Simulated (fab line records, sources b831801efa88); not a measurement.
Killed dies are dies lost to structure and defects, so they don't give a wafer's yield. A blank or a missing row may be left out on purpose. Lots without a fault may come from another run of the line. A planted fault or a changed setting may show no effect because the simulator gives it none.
fab line records | flow sky130
record lots=5 wafers=15 last_day=50
route steps=708 shown VIA2@527 METAL3@532 CAPM@537 PAD_OPEN@708
lots that met no fault: from a run of the same line without faults
start_h: hours from the record's first day to the start of the lot's first wafer shown | wait_h: hours since the lot's step before | " the same as in the row above | L1.1+2: a row that stands for several wafers | - no value, or no start given | * or withheld: withheld | < > ~ a bound
route shown NAME@n: a module of which the file shows steps, and the number in the route of the first | usual: mean/standard deviation of fault-free wafers | same: alike in all rows | chamber/n: place in a boat | sites: the reading at each site | _std_site: their standard deviation | _edge_site: outer sites' mean less inner sites' | radius_mm: how far each site lies from the wafer's centre | mask NAME#n: copy n | behind: the tool/chamber that last shaped the wafer | hold: why the lot was held/for how many hours/how that ended | device: the transistor (n, p or np) that didn't switch | end of line: the same wafers' tests at the end of the route | a step without rows: its recipe alone | killed: dies lost to structure and defects at the first sort, not the wafer's yield | map: a wafer's dies, x killed, . not, _ none there
set.NAME: the setting as run; set.NAME@STEP: as run at that earlier step | model.NAME: the simulator's own value behind a step, which no gauge read
lots at some steps of the route; a table a step, a row a wafer
services: from which hour (start_h, from the record's first day; less than 0 if before it) a tool's chamber was out of use, for how many hours, and why
## steps
# step SKY_VIA2_SPUTTER_20
# recipe material=TiN target_thk_nm=20 chamber_pressure_pa=5 power_w=4000 time_s=80
# usual throttle_valve_pct=30.1/0.75
# columns lot.wafer tool chamber start_h wait_h throttle_valve_pct
L718.4 pvd_sputter-01 - 870.94 0.0 30.2
L718.5 " - " " 30.1
L718.6 " - " " 29.4
L728.2 pvd_sputter-01 - 955.85 0.0 30.9
L728.3 " - " " 29.3
L728.4 " - " " 29.6
L732.1 pvd_sputter-02 - 974.06 0.0 29.7
L732.4 " - " " 30.5
L732.6 " - " " 29.4
L739.1 pvd_sputter-01 - 1015.38 0.0 29.8
L739.4 " - " " 29.5
L739.6 " - " " 30.2
L740.2 pvd_sputter-01 - 1020.90 0.0 29.7
L740.3 " - " " 30.6
L740.6 " - " " 30.9
# step SKY_VIA2_CVD_21
# recipe material=W target_thk_nm=420 time_s=126.4 temp_c=400 pressure_torr=40
# step SKY_VIA2_RS_MEAS_22
# recipe thk_meas_gauge=four-point-probe reads=W_of_VIA2_CVD_21+TiN_of_VIA2_SPUTTER_20
# usual VIA2_W_RS=0.274/0.0031
# columns lot.wafer tool chamber start_h wait_h VIA2_W_RS[ohm/sq]
L718.4 film_metro-02 - 871.19 0.1 0.273
L718.5 " - " " 0.272
L718.6 " - " " 0.269
L728.2 film_metro-03 - 956.06 0.1 0.273
L728.3 " - " " 0.278
L728.4 " - " " 0.273
L732.1 film_metro-03 - 974.25 0.1 0.278
L732.4 " - " " 0.271
L732.6 " - " " 0.273
L739.1 film_metro-03 - 1015.65 0.1 0.276
L739.4 " - " " 0.274
L739.6 " - " " 0.276
L740.2 film_metro-02 - 1021.11 0.1 0.278
L740.3 " - " " 0.276
L740.6 " - " " 0.274
# step SKY_VIA2_THK_MEAS_23
# recipe thk_meas_gauge=xrf reads=W_of_VIA2_CVD_21
# usual VIA2_W_THK=407/5.7
# columns lot.wafer tool chamber start_h wait_h VIA2_W_THK[nm]
L718.4 film_metro-02 - 871.28 0.1 411
L718.5 " - " " 414
L718.6 " - " " 417
L728.2 film_metro-03 - 956.17 0.1 412
L728.3 " - " " 401
L728.4 " - " " 407
L732.1 film_metro-03 - 974.37 0.1 405
L732.4 " - " " 415
L732.6 " - " " 413
L739.1 film_metro-03 - 1015.77 0.1 399
L739.4 " - " " 403
L739.6 " - " " 402
L740.2 film_metro-02 - 1021.22 0.1 406
L740.3 " - " " 410
L740.6 " - " " 412
# step SKY_VIA2_CMP_24
# recipe stop_on=SiO2 t_overpolish_s=20 down_force_psi=3.5 platen_rpm=60 target_thk_nm=0 pad_velocity_m_s=0.94248
# usual motor_current_A=10.5/1.2 overpolish_run_s=19.999/0.0093 time_to_endpoint_s=101/4.4
# columns lot.wafer tool chamber start_h wait_h motor_current_A overpolish_run_s time_to_endpoint_s
L718.4 cmp-01 3 871.46 0.2 9.1 20.006 95
L718.5 " 0 " " 8.4 19.996 99
L718.6 " 1 " " 10.3 19.995 98
L728.4 cmp-01 2 956.22 0.0 11.0 19.999 97
L728.2 " 0 " " 8.6 20.008 107
L728.3 " 1 " " 10.7 20.010 102
L732.4 cmp-01 0 974.53 0.1 9.2 19.999 105
L732.1 " 1 " " 10.6 20.006 100
L732.6 " 3 " " 9.0 20.008 101
L739.4 cmp-02 1 1015.88 0.1 9.3 20.012 101
L739.1 " 2 " " 12.9 20.002 96
L739.6 " 0 " " 11.4 20.016 99
L740.3 cmp-02 0 1021.37 0.1 11.5 20.016 109
L740.2 " 1 " " 9.6 19.991 105
L740.6 " 0 " " 11.3 19.992 105
# step SKY_METAL3_SPUTTER_00
# recipe material=Ti target_thk_nm=15 power_w=3000 time_s=10 chamber_pressure_pa=0.4
# usual throttle_valve_pct=30.2/0.68
# columns lot.wafer tool chamber start_h wait_h throttle_valve_pct
L718.4 pvd_sputter-04 - 871.61 0.1 31.1
L718.5 " - " " 31.1
L718.6 " - " " 28.9
L728.2 pvd_sputter-04 - 956.52 0.1 30.2
L728.3 " - " " 30.9
L728.4 " - " " 28.8
L732.1 pvd_sputter-04 - 974.73 0.1 28.7
L732.4 " - " " 30.5
L732.6 " - " " 28.7
L739.1 pvd_sputter-03 - 1016.13 0.1 30.9
L739.4 " - " " 30.4
L739.6 " - " " 30.6
L740.2 pvd_sputter-01 - 1021.67 0.2 29.3
L740.3 " - " " 30.5
L740.6 " - " " 29.6
# step SKY_METAL3_SPUTTER_01
# recipe material=TiN target_thk_nm=20 power_w=6500 time_s=16.7 chamber_pressure_pa=0.4
# step SKY_METAL3_SPUTTER_02
# recipe material=AlCu target_thk_nm=735 power_w=10600 time_s=39.1 chamber_pressure_pa=0.4
# step SKY_METAL3_SPUTTER_03
# recipe material=Ti target_thk_nm=5 power_w=3000 time_s=3.3 chamber_pressure_pa=0.4
# step SKY_METAL3_SPUTTER_04
# recipe material=TiN target_thk_nm=70 power_w=6500 time_s=58.3 chamber_pressure_pa=0.4
# step SKY_CAPM_CVD_00
# recipe material=SiO2 target_thk_nm=15.5 temp_c=400 time_s=withheld rf_w=450
# usual heater_power_w=693/80
# columns lot.wafer tool chamber start_h wait_h heater_power_w
L718.4 pecvd-01 0 871.77 0.0 681
L718.5 " 1 " " 679
L718.6 " 2 " " 647
L728.2 pecvd-02 2 956.68 0.0 789
L728.3 " 1 " " 597
L728.4 " 1 " " 610
L732.1 pecvd-02 0 974.89 0.0 711
L732.4 " 2 " " 726
L732.6 " 1 " " 577
L739.1 pecvd-02 2 1016.28 0.0 779
L739.4 " 0 " " 731
L739.6 " 2 " " 811
L740.2 pecvd-02 2 1021.82 0.0 774
L740.3 " 2 " " 756
L740.6 " 0 " " 796
# step SKY_CAPM_THK_MEAS_01
# recipe reads=SiO2_of_CAPM_CVD_00
# usual CAPM_CVD_00_THK=15.44/0.23
# columns lot.wafer tool chamber start_h wait_h CAPM_CVD_00_THK[nm]
L718.4 film_metro-03 - 871.81 - 15.57
L718.5 " - " " 15.92
L718.6 " - " " 15.50
L728.2 film_metro-04 - 956.71 - 15.05
L728.3 " - " " 15.24
L728.4 " - " " 15.41
L732.1 film_metro-03 - 974.91 - 15.37
L732.4 " - " " 15.17
L732.6 " - " " 15.54
L739.1 film_metro-04 - 1016.31 - 15.09
L739.4 " - " " 15.43
L739.6 " - " " 15.31
L740.2 film_metro-03 - 1021.87 - 14.77
L740.3 " - " " 15.33
L740.6 " - " " 15.38
# step SKY_CAPM_SPUTTER_02
# recipe material=TiN target_thk_nm=200 temp_c=300 power_w=6500 time_s=166.7 chamber_pressure_pa=0.4
# usual throttle_valve_pct=30.2/0.84
# columns lot.wafer tool chamber start_h wait_h throttle_valve_pct model.TiN_of_CAPM_SPUTTER_02.thk_nm
L718.4 pvd_sputter-02 - 871.84 0.0 31.6 205
L718.5 " - " " 29.6 201.6
L718.6 " - " " 29.4 199.9
L728.2 pvd_sputter-01 - 956.76 0.0 29.7 202.8
L728.3 " - " " 30.8 200.7
L728.4 " - " " 29.3 201
L732.1 pvd_sputter-02 - 974.97 0.1 31.5 200.4
L732.4 " - " " 29.5 182.4
L732.6 " - " " 29.7 182
L739.1 pvd_sputter-04 - 1016.37 0.1 29.9 201.3
L739.4 " - " " 30.4 201.9
L739.6 " - " " 28.7 203.6
L740.2 pvd_sputter-04 - 1021.92 0.0 30.9 202.3
L740.3 " - " " 29.0 203.9
L740.6 " - " " 31.0 202.6
# step SKY_CAPM_RS_MEAS_03
# recipe thk_meas_gauge=four-point-probe reads=TiN_of_CAPM_SPUTTER_02
# usual CAPM_TIN_RS=6.89/0.086
# columns lot.wafer tool chamber start_h wait_h CAPM_TIN_RS[ohm/sq]
L718.4 film_metro-01 - 872.01 0.1 6.75
L718.5 " - " " 6.85
L718.6 " - " " 6.93
L728.2 film_metro-01 - 956.89 0.1 6.81
L728.3 " - " " 6.89
L728.4 " - " " 6.87
L732.1 film_metro-04 - 975.08 0.1 6.90
L732.4 " - " " 7.59
L732.6 " - " " 7.63
L739.1 film_metro-01 - 1016.48 0.1 6.87
L739.4 " - " " 6.85
L739.6 " - " " 6.80
L740.2 film_metro-03 - 1022.05 0.1 6.85
L740.3 " - " " 6.81
L740.6 " - " " 6.84
# step SKY_CAPM_THK_MEAS_04
# recipe thk_meas_gauge=xrf reads=TiN_of_CAPM_SPUTTER_02
# usual CAPM_TIN_THK=201.5/2.8
# columns lot.wafer tool chamber start_h wait_h CAPM_TIN_THK[nm]
L718.4 film_metro-01 - 872.10 0.1 206.2
L718.5 " - " " 203.1
L718.6 " - " " 201.2
L728.2 film_metro-01 - 957.00 0.1 204.6
L728.3 " - " " 202.8
L728.4 " - " " 203.3
L732.1 film_metro-04 - 975.20 0.1 199.2
L732.4 " - " " 181.6
L732.6 " - " " 180.9
L739.1 film_metro-01 - 1016.60 0.1 203.7
L739.4 " - " " 203.3
L739.6 " - " " 205.3
L740.2 film_metro-03 - 1022.16 0.1 203.8
L740.3 " - " " 204.9
L740.6 " - " " 203.5
# step SKY_CAPM_DEHYDRATE_05
# recipe temp_c=200 time_s=60
# step SKY_CAPM_HMDS_06
# recipe prime_time_s=60 prime_temp_c=120
# step SKY_CAPM_COAT_07
# recipe resist=NOVOLAK spin_rpm=3000 resist_thk_nm=1140
# step SKY_CAPM_SOFTBAKE_08
# recipe temp_c=90 time_s=60 resist=NOVOLAK
# step SKY_CAPM_EXPOSE_09
# recipe mask_id=CAPM na=0.6 source_shape=conventional sigma_outer=0.6 polarization=unpolarized target_cd_nm=1000 dose_mj=159
# step SKY_CAPM_PEB_10
# recipe temp_c=withheld time_s=* resist=NOVOLAK
# step SKY_CAPM_DEVELOP_11
# recipe resist=NOVOLAK developer=TMAH develop_time_s=60 dev_temp_c=23
# step SKY_CAPM_OVL_MEAS_12
# usual CAPM_OVL=0.1/1.4
# columns lot.wafer tool chamber start_h wait_h CAPM_OVL[nm]
L718.4 overlay-02 - 897.61 0.1 0.7
L718.5 " - " " 2.2
L718.6 " - " " 2.5
L728.2 overlay-01 - 980.94 0.1 2.5
L728.3 " - " " 2.2
L728.4 " - " " 2.0
L732.1 overlay-01 - 998.75 0.1 1.0
L732.4 " - " " 1.1
L732.6 " - " " 0.3
L739.1 overlay-01 - 1039.85 0.1 -0.7
L739.4 " - " " 0.7
L739.6 " - " " 0.6
L740.2 overlay-02 - 1043.90 0.1 1.8
L740.3 " - " " 3.8
L740.6 " - " " 1.4
# step SKY_CAPM_METAL_ETCH_13
# recipe target_depth_nm=220 stop_on=SiO2 chemistry=Cl2/BCl3 target=TiN pressure_mtorr=10 icp_w=900 bias_w=48.5 Cl2_flow_sccm=60 bcl3_flow_sccm=30 time_s=62.9
# usual bias_w=48.51/0.13 chamber_pressure_mTorr=10.000/0.0088 drypump_motor_current_A=5.65/0.27 oes_product_au=0.943/0.0084 throttle_valve_pct=21.900/0.0099
# columns lot.wafer tool chamber start_h wait_h bias_w chamber_pressure_mTorr drypump_motor_current_A oes_product_au rf_hours_counter_h throttle_valve_pct
L718.4 rie_metal-04 0 897.66 0.0 48.46 10.008 5.66 0.951 - 21.907
L718.5 " 1 " " 48.50 10.002 5.76 0.943 - 21.908
L718.6 " 0 " " 48.66 9.986 5.64 0.940 - 21.903
L728.2 rie_metal-01 1 980.97 0.0 48.61 10.009 5.11 0.949 2 21.902
L728.3 " 1 " " 48.31 10.003 5.10 0.945 - 21.904
L728.4 " 0 " " 48.34 9.995 5.64 0.939 - 21.895
L732.1 rie_metal-01 1 998.78 0.0 48.56 9.997 5.11 0.949 3 21.903
L732.4 " 0 " " 48.52 10.014 5.60 0.894 - 21.924
L732.6 " 0 " " 48.69 9.998 5.61 0.886 - 21.938
L739.1 rie_metal-03 0 1039.89 0.0 48.47 10.003 5.63 0.947 13 21.882
L739.4 " 1 " " 48.41 9.982 6.00 0.948 - 21.907
L739.6 " 1 " " 48.49 10.002 6.03 0.953 - 21.885
L740.2 rie_metal-03 1 1043.93 0.0 48.37 10.000 6.03 0.947 10 21.892
L740.3 " 0 " " 48.46 9.999 5.58 0.951 - 21.899
L740.6 " 1 " " 48.44 9.994 6.01 0.953 - 21.886
# step SKY_CAPM_STRIP_14
# recipe chemistry=O2/N2 power_w=1400 pressure_mtorr=1500 platen_temp_c=withheld o2_flow_sccm=3000 n2_flow_sccm=300 overash_fraction=0.5
# step SKY_CAPM_STRIP_15
# recipe chemistry=post_etch_residue_remover time_s=1200 temp_c=72.5
# step SKY_CAPM_CLEAN_16
# recipe chemistry=IPA time_s=180 temp_c=25
# step SKY_CAPM_CLEAN_17
# recipe chemistry=O3/DIW dry=n2_spin
# step SKY_METAL3_DEHYDRATE_05
# recipe temp_c=200 time_s=60
# step SKY_METAL3_HMDS_06
# recipe prime_time_s=60 prime_temp_c=120
# step SKY_METAL3_COAT_07
# recipe resist=BARC temp_c=withheld time_s=withheld spin_rpm=3000 resist_thk_nm=60
# step SKY_METAL3_COAT_08
# recipe resist=KrF-thick spin_rpm=3000 resist_thk_nm=1140
# step SKY_METAL3_SOFTBAKE_09
# recipe temp_c=100 time_s=90 resist=KrF-thick
# step SKY_METAL3_EXPOSE_10
# recipe mask_id=MM3 na=0.68 source_shape=annular sigma_inner=0.4 sigma_outer=0.8 target_cd_nm=300 dose_mj=28
# step SKY_METAL3_PEB_11
# recipe peb_temp_c=withheld peb_time_s=withheld resist=KrF-thick
# step SKY_METAL3_DEVELOP_12
# recipe develop_time_s=60 resist=KrF-thick dev_temp_c=21
# step SKY_METAL3_CD_MEAS_13
# recipe target_cd_nm=300
# usual cd_nm=299.9/1.2
# columns lot.wafer tool chamber start_h wait_h cd_nm
L718.4 cd_sem-01 - 923.61 - 299.2
L718.5 " - " " 299.8
L718.6 " - " " 300.0
L728.2 cd_sem-02 - 1005.47 - 302.1
L728.3 " - " " 302.8
L728.4 " - " " 301.6
L732.1 cd_sem-02 - 1023.28 - 299.1
L732.4 " - " " 299.0
L732.6 " - " " 298.5
L739.1 cd_sem-02 - 1062.88 - 299.0
L739.4 " - " " 298.2
L739.6 " - " " 298.5
L740.2 cd_sem-02 - 1066.75 - 300.3
L740.3 " - " " 299.7
L740.6 " - " " 299.6
# step SKY_METAL3_OVL_MEAS_14
# usual METAL3_OVL=2/4.8
# columns lot.wafer tool chamber start_h wait_h METAL3_OVL[nm]
L718.4 overlay-02 - 923.68 0.1 10
L718.5 " - " " 1
L718.6 " - " " 9
L728.2 overlay-01 - 1005.57 0.1 6
L728.3 " - " " -1
L728.4 " - " " 12
L732.1 overlay-01 - 1023.40 0.1 7
L732.4 " - " " 0
L732.6 " - " " 5
L739.1 overlay-02 - 1063.00 0.1 1
L739.4 " - " " -4
L739.6 " - " " -2
L740.2 overlay-01 - 1066.85 0.1 2
L740.3 " - " " 4
L740.6 " - " " 2
# step SKY_METAL3_DESCUM_15
# recipe chemistry=O2 source_power_w=150 bias_power_w=0 pressure_mtorr=10 temp_c=40 time_s=8
# usual chamber_pressure_mTorr=10.000/0.0085 drypump_motor_current_A=5.8/0.39 oes_product_au=0.997/0.0092
# columns lot.wafer tool chamber start_h wait_h chamber_pressure_mTorr drypump_motor_current_A oes_product_au rf_hours_counter_h
L718.4 rie_metal-02 1 923.71 0.0 9.994 6.4 1.002 -
L718.5 " 1 " " 9.988 6.3 0.995 -
L718.6 " 0 " " 10.001 6.0 1.004 -
L728.2 rie_metal-04 0 1005.60 0.0 10.007 5.6 1.004 17
L728.3 " 1 " " 10.002 5.7 0.979 -
L728.4 " 0 " " 10.002 5.6 0.996 -
L732.1 rie_metal-01 0 1023.44 0.0 10.005 5.6 0.996 15
L732.4 " 0 " " 9.995 5.6 0.998 -
L732.6 " 0 " " 9.993 5.6 0.991 -
L739.1 rie_metal-02 1 1063.04 0.0 10.001 6.3 0.992 9
L739.4 " 0 " " 10.000 6.0 1.018 -
L739.6 " 1 " " 9.998 6.3 1.000 -
L740.2 rie_metal-02 1 1066.89 0.0 10.007 6.3 1.000 -
L740.3 " 1 " " 10.001 6.4 0.998 -
L740.6 " 1 " " 10.002 6.3 0.991 -
# step SKY_METAL3_ETCH_16
# recipe chemistry=N2/H2 target=BARC ion_energy_ev=200 bias_w=100 pressure_mtorr=30 n2_flow_sccm=100 h2_flow_sccm=200 icp_w=500 stop_on=SiO2 time_s=88.2 target_depth_a=600
# step SKY_METAL3_ETCH_17
# recipe target=SiO2 stop_on=TiN chemistry=C4F8/O2/Ar source_w=1500 bias_w=1200 pressure_mtorr=40 c4f8_flow_sccm=withheld O2_flow_sccm=6 Ar_flow_sccm=300 time_s=3.9 target_depth_a=150
# step SKY_METAL3_METAL_ETCH_18
# recipe target_depth_a=8450 stop_on=SiO2 over_etch_frac=0.3 time_s=183.1 chemistry=Cl2/BCl3 resist_sidewall_deg=88 pressure_mtorr=10 icp_w=900 bias_w=48.5 Cl2_flow_sccm=60 bcl3_flow_sccm=30
# step SKY_METAL3_STRIP_20
# recipe chemistry=post_etch_residue_remover time_s=1200 temp_c=72.5
# columns lot.wafer tool chamber start_h wait_h model.TiN_of_CAPM_SPUTTER_02.thk_nm
L718.4 wet_bench-01 1 924.13 0.0 204.2
L718.5 " 1 " " 200.7
L718.6 " 1 " " 199.1
L728.2 wet_bench-04 3 1006.03 0.1 201.9
L728.3 " 3 " " 199.9
L728.4 " 3 " " 200.1
L732.1 wet_bench-01 1 1023.86 0.1 199.6
L732.4 " 1 " " 181.5
L732.6 " 1 " " 181.2
L739.1 wet_bench-04 3 1063.64 0.1 200.4
L739.4 " 3 " " 201.1
L739.6 " 3 " " 202.8
L740.2 wet_bench-03 3 1067.44 0.1 201.5
L740.3 " 3 " " 203.1
L740.6 " 3 " " 201.7
# step SKY_PAD_OPEN_PROBE_99
# usual defect_limited_yield=82.3/2.2 killed_at_M0_to_M3=43/7.3 killed_at_M4_up=3.2/1.9 killed_at_contacts=25/5.4 killed_at_front_end=16/4.4 killed_at_other=0.4/0.66 killed_dies=87/11 killed_open=48/7.9 killed_short=39/6.5 sort_bin_3_pad_short=0.8/0.43 sort_bin_5_function=10.5/1.6 sort_bin_6_memory=6.4/1.2 sort_n_pass=405/11 sort_yield_pct=82.3/2.2
# same gross_dies=492 killed_at_back_side=0 sort_bin_4_leakage[%]=0 sort_bin_8_speed[%]=0
# columns lot.wafer tool chamber start_h wait_h defect_limited_yield[%] killed_at_M0_to_M3 killed_at_M4_up killed_at_contacts killed_at_front_end killed_at_other killed_dies killed_open killed_short sort_bin_3_pad_short[%] sort_bin_5_function[%] sort_bin_6_memory[%] sort_n_pass sort_yield_pct[%] model.etest.cap_mim.plate_ohm_sq
L718.4 prober-01 - 1096.75 0.2 85.6 35 3 23 10 0 71 40 31 0.6 7.5 6.3 421 85.6 5.795
L718.5 prober-01 - 1096.80 0.2 82.5 53 4 21 8 0 86 51 35 0.4 11.8 5.3 406 82.5 5.935
L718.6 prober-01 - 1096.85 0.2 79.1 56 3 29 15 0 103 52 51 0.8 12.4 7.7 389 79.1 5.977
L728.2 prober-01 - 1165.07 0.1 83.7 42 4 19 15 0 80 44 35 1.2 9.6 5.5 412 83.7 5.909
L728.3 prober-01 - 1165.12 0.2 83.3 39 3 29 11 0 82 40 41 1.6 10.2 4.9 410 83.3 5.957
L728.4 prober-01 - 1165.17 0.2 79.1 45 3 32 23 0 103 69 33 1.0 12.0 7.9 389 79.1 6.01
L732.1 prober-01 - 1178.44 0.1 82.7 42 4 18 20 1 85 48 37 1.0 10.4 5.9 407 82.7 5.973
L732.4 prober-01 - 1178.59 0.2 81.1 49 0 27 17 0 93 50 43 0.6 11.6 6.7 399 81.1 6.531
L732.6 prober-01 - 1178.69 0.2 80.5 45 3 27 21 0 96 47 49 1.6 10.0 7.9 396 80.5 6.536
L739.1 prober-02 - 1206.45 0.1 79.1 37 5 35 26 0 103 51 52 1.2 11.6 8.1 389 79.1 5.922
L739.4 prober-02 - 1206.60 0.2 82.3 49 2 26 10 0 87 49 38 0.8 10.6 6.3 405 82.3 5.975
L739.6 prober-02 - 1206.70 0.2 84.1 29 1 29 19 0 78 48 30 0.2 10.2 5.5 414 84.1 5.892
L740.2 prober-01 - 1209.84 0.1 82.7 44 3 20 18 0 85 50 35 0.4 9.3 7.5 407 82.7 5.97
L740.3 prober-01 - 1209.89 0.2 79.9 53 3 24 19 0 99 47 52 0.6 12.8 6.7 393 79.9 5.895
L740.6 prober-01 - 1210.04 0.2 82.9 40 2 30 12 0 84 54 30 0.6 9.8 6.7 408 82.9 5.931
# killed by level:class
L718.4 VIA1:geometric_particle:open=11 CONTACT:geometric_particle:open=11 VIA1:geometric_particle:short=7 LI_CONTACT:geometric_particle:open=6 CONTACT:geometric_particle:short=5 METAL2:geometric_particle:short=4 FIELD_ISO:geometric_particle:short=3 METAL4:geometric_particle:short=3
L718.5 CONTACT:geometric_particle:open=14 METAL2:geometric_particle:short=11 VIA1:geometric_particle:open=10 VIA2:geometric_particle:open=9 VIA3:geometric_particle:open=7 POLY_GATE:geometric_particle:open=4 VIA1:geometric_particle:short=4 LI_CONTACT:geometric_particle:open=3
L718.6 VIA3:geometric_particle:open=11 VIA1:geometric_particle:open=11 CONTACT:geometric_particle:open=9 METAL1:geometric_particle:short=8 LI_CONTACT:geometric_particle:open=7 METAL2:geometric_particle:short=7 POLY_GATE:geometric_particle:short=5 FIELD_ISO:geometric_particle:open=4
L728.2 VIA1:geometric_particle:open=8 LI_CONTACT:geometric_particle:open=6 CONTACT:geometric_particle:open=6 VIA3:geometric_particle:open=5 VIA1:geometric_particle:short=5 METAL2:geometric_particle:short=5 METAL2:geometric_particle:open=5 FIELD_ISO:geometric_particle:short=4
L728.3 LI_CONTACT:geometric_particle:open=12 METAL2:geometric_particle:short=8 VIA1:geometric_particle:short=7 VIA1:geometric_particle:open=7 CONTACT:geometric_particle:short=6 CONTACT:geometric_particle:open=6 FIELD_ISO:geometric_particle:open=5 VIA2:geometric_particle:open=5
L728.4 CONTACT:geometric_particle:open=15 LI_CONTACT:geometric_particle:open=9 VIA1:geometric_particle:open=9 METAL1:geometric_particle:short=8 VIA3:geometric_particle:open=7 POLY_GATE:geometric_particle:open=7 FIELD_ISO:geometric_particle:short=6 FIELD_ISO:geometric_particle:open=5
L732.1 VIA1:geometric_particle:open=15 CONTACT:geometric_particle:open=9 METAL1:geometric_particle:short=8 FIELD_ISO:geometric_particle:short=6 FIELD_ISO:geometric_particle:open=5 METAL2:geometric_particle:short=5 LI_CONTACT:geometric_particle:open=5 VIA1:geometric_particle:short=5
L732.4 CONTACT:geometric_particle:open=14 VIA1:geometric_particle:open=10 VIA2:geometric_particle:open=10 LOCAL_INTERCONNECT:geometric_particle:short=6 VIA3:geometric_particle:short=5 VIA2:geometric_particle:short=5 METAL3:geometric_particle:short=5 VIA3:geometric_particle:open=5
L732.6 VIA1:geometric_particle:open=11 LI_CONTACT:geometric_particle:open=10 CONTACT:geometric_particle:open=7 METAL1:geometric_particle:short=7 VIA1:geometric_particle:short=6 FIELD_ISO:geometric_particle:open=5 POLY_GATE:geometric_particle:short=4 LOCAL_INTERCONNECT:geometric_particle:short=4
L739.1 CONTACT:geometric_particle:open=14 FIELD_ISO:geometric_particle:open=9 VIA1:geometric_particle:short=8 POLY_GATE:geometric_particle:open=7 LOCAL_INTERCONNECT:geometric_particle:short=6 CONTACT:geometric_particle:short=6 VIA1:geometric_particle:open=6 POLY_GATE:geometric_particle:short=5
L739.4 VIA1:geometric_particle:open=10 CONTACT:geometric_particle:open=9 VIA2:geometric_particle:open=7 VIA1:geometric_particle:short=6 VIA3:geometric_particle:open=6 LI_CONTACT:geometric_particle:short=5 CONTACT:geometric_particle:short=5 VIA3:geometric_particle:short=5
L739.6 CONTACT:geometric_particle:open=14 LI_CONTACT:geometric_particle:open=8 FIELD_ISO:geometric_particle:open=6 VIA3:geometric_particle:open=5 VIA1:geometric_particle:open=4 METAL2:geometric_particle:short=4 FIELD_ISO:geometric_particle:short=3 POLY_GATE:geometric_particle:short=3
L740.2 LI_CONTACT:geometric_particle:open=8 VIA2:geometric_particle:short=7 VIA1:geometric_particle:open=7 VIA3:geometric_particle:open=7 POLY_GATE:geometric_particle:open=6 VIA2:geometric_particle:open=6 METAL1:geometric_particle:short=6 FIELD_ISO:geometric_particle:open=5
L740.3 VIA1:geometric_particle:open=13 VIA2:geometric_particle:open=12 LI_CONTACT:geometric_particle:short=8 FIELD_ISO:geometric_particle:short=7 CONTACT:geometric_particle:open=6 METAL1:geometric_particle:short=6 VIA1:geometric_particle:short=6 METAL2:geometric_particle:short=4
L740.6 CONTACT:geometric_particle:open=14 VIA2:geometric_particle:open=8 LI_CONTACT:geometric_particle:open=8 VIA1:geometric_particle:short=7 VIA1:geometric_particle:open=7 POLY_GATE:geometric_particle:open=5 METAL1:geometric_particle:short=5 LOCAL_INTERCONNECT:geometric_particle:short=5
## services
# columns tool chamber start_h hours kind
pecvd-02 0 848.09 19.9 repair
rie_metal-01 0 856.01 57.2 repair
cmp-01 - 856.67 0.2 repair
rie_metal-04 - 857.19 2.8 pm
cmp-01 - 858.48 1.2 repair
rie_metal-01 1 861.02 3.1 repair
cmp-02 - 865.20 0.8 repair
pvd_sputter-01 - 871.05 5.2 repair
pvd_sputter-02 - 884.12 2.7 repair
pecvd-02 2 884.89 6.1 repair
cmp-01 - 902.00 2.3 repair
pecvd-02 2 905.16 8.3 repair
pvd_sputter-02 - 905.39 1.8 repair
cmp-02 - 909.80 6.0 pm
wet_bench-01 - 913.35 3.1 repair
cmp-02 - 915.81 4.0 pm
wet_bench-01 - 927.56 3.1 repair
pvd_sputter-04 - 952.73 1.8 repair
rie_metal-02 0 969.77 6.8 repair
pvd_sputter-01 - 978.88 1.9 repair
rie_metal-01 - 996.34 1.4 pm
cmp-01 - 1049.98 8.6 pm
pecvd-02 2 1063.26 5.5 repair
rie_metal-02 0 1064.53 2.9 repair
## key
first_sign step=SKY_CAPM_RS_MEAS_03 reading=CAPM_TIN_RS direction=up sigmas=8.4 usual=6.89 struck=7.61
effect step=SKY_CAPM_THK_MEAS_04 reading=CAPM_TIN_THK direction=down sigmas=7.3 usual=201.5 struck=181.3
effect step=SKY_CAPM_METAL_ETCH_13 reading=oes_product_au direction=down sigmas=6.2 usual=0.943 struck=0.890
model_effect step=SKY_CAPM_SPUTTER_02 value=TiN_of_CAPM_SPUTTER_02.thk_nm without=194.6 struck=182.2
model_effect step=SKY_METAL3_STRIP_20 value=TiN_of_CAPM_SPUTTER_02.thk_nm without=193.7 struck=181.4
model_effect step=SKY_PAD_OPEN_PROBE_99 value=etest.cap_mim.plate_ohm_sq without=6.118 struck=6.533
met_at SKY_CAPM_SPUTTER_02
struck_wafers L732.4,L732.6
onset_between 871.84 974.97
fault kind=process_parameter_drift tool=pvd_sputter-02 chamber=- onset_h=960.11 steps=SKY_CAPM_SPUTTER_02 channel=target_thk_nm offset=-12.372 shape=step end_h=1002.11 acts_in=these_recipes_only stated=200 scope=struck_wafers_only
